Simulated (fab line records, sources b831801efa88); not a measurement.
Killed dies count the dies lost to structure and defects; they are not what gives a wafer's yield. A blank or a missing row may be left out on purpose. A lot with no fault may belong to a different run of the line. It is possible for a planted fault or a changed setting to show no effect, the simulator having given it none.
Which tool was responsible? :: flow sky130 :: 18 wafers from 6 lots sampled at 3 of the route's 708 steps

## WHAT THE GAUGES SHOWED, per wafer
SKY_NWELL_THK_MEAS_02.
lot: L278
measured: day 3 00:54
on: filmMetro-01
NWELL_OXIDATION_THK (nm): 10.15 10.34 10.13

lot: L280
measured: day 3 09:13
on: filmMetro-01
NWELL_OXIDATION_THK (nm): 9.91 9.98 10.01

lot: L282
measured: day 3 13:53
on: filmMetro-02
NWELL_OXIDATION_THK (nm): 10.04 10.16 10.07

lot: L285
measured: day 4 07:05
on: filmMetro-02
NWELL_OXIDATION_THK (nm): 9.66 9.65 9.60

lot: L287
measured: day 4 20:20
on: filmMetro-04
NWELL_OXIDATION_THK (nm): 10.05 10.05 9.95

lot: L296
measured: day 7 03:18
on: filmMetro-02
NWELL_OXIDATION_THK (nm): 10.58 10.47 10.66

## EACH LOT AND THE TOOL THAT RAN IT (in order: tool; ch and the chambers of the sampled wafers; start)
lot: L278
SKY_FIELD_ISO_ETCH_14: rieDiel-03 ch 0,1, day 2 08:32
SKY_FIELD_ISO_STRIP_16: plasmaAsher-01 ch 0,1, day 2 08:38

lot: L280
SKY_FIELD_ISO_ETCH_14: rieDiel-01 ch 2,3, day 2 22:12
SKY_FIELD_ISO_STRIP_16: plasmaAsher-01 ch 0,1, day 2 22:17

lot: L282
SKY_FIELD_ISO_ETCH_14: rieDiel-04 ch 1,2, day 3 08:10
SKY_FIELD_ISO_STRIP_16: plasmaAsher-02 ch 0,1, day 3 08:16

lot: L285
SKY_FIELD_ISO_ETCH_14: rieDiel-03 ch 1,2, day 3 23:05
SKY_FIELD_ISO_STRIP_16: plasmaAsher-02 ch 0,1, day 3 23:11

lot: L287
SKY_FIELD_ISO_ETCH_14: rieDiel-04 ch 0,1,3, day 4 09:17
SKY_FIELD_ISO_STRIP_16: plasmaAsher-02 ch 0,1, day 4 09:23

lot: L296
SKY_FIELD_ISO_ETCH_14: rieDiel-01 ch 0,1,3, day 6 20:19
SKY_FIELD_ISO_STRIP_16: plasmaAsher-01 ch 0,1, day 6 20:25
- SKY_FIELD_ISO_ETCH_14: etches BARC in N2/H2, stops on SiO2, time 45.9 s, target depth 60 nm.
- SKY_FIELD_ISO_STRIP_16: strips in O2/N2.

## THE ANSWER, worked out from the rows above alone
Rule: usual is defined by the lots themselves. Put in order of their means at a reading, lots are off if they are a third of the lots or fewer, leave a main group of 4 or more, and stand apart from it by a gap of 3 or more times the standard deviation of the main group's means; of several such gaps the widest counts. The tables above print the reading to a certain number of digits; a main group whose means all agree to those digits is not used. Also off: a lot with no number at a reading for which 4 or more lots have one. The other lots that the step has rows for count as sound.
Nothing can be told from this: no lot is off at any reading shown.

## WHAT THE SIMULATOR PUT IN
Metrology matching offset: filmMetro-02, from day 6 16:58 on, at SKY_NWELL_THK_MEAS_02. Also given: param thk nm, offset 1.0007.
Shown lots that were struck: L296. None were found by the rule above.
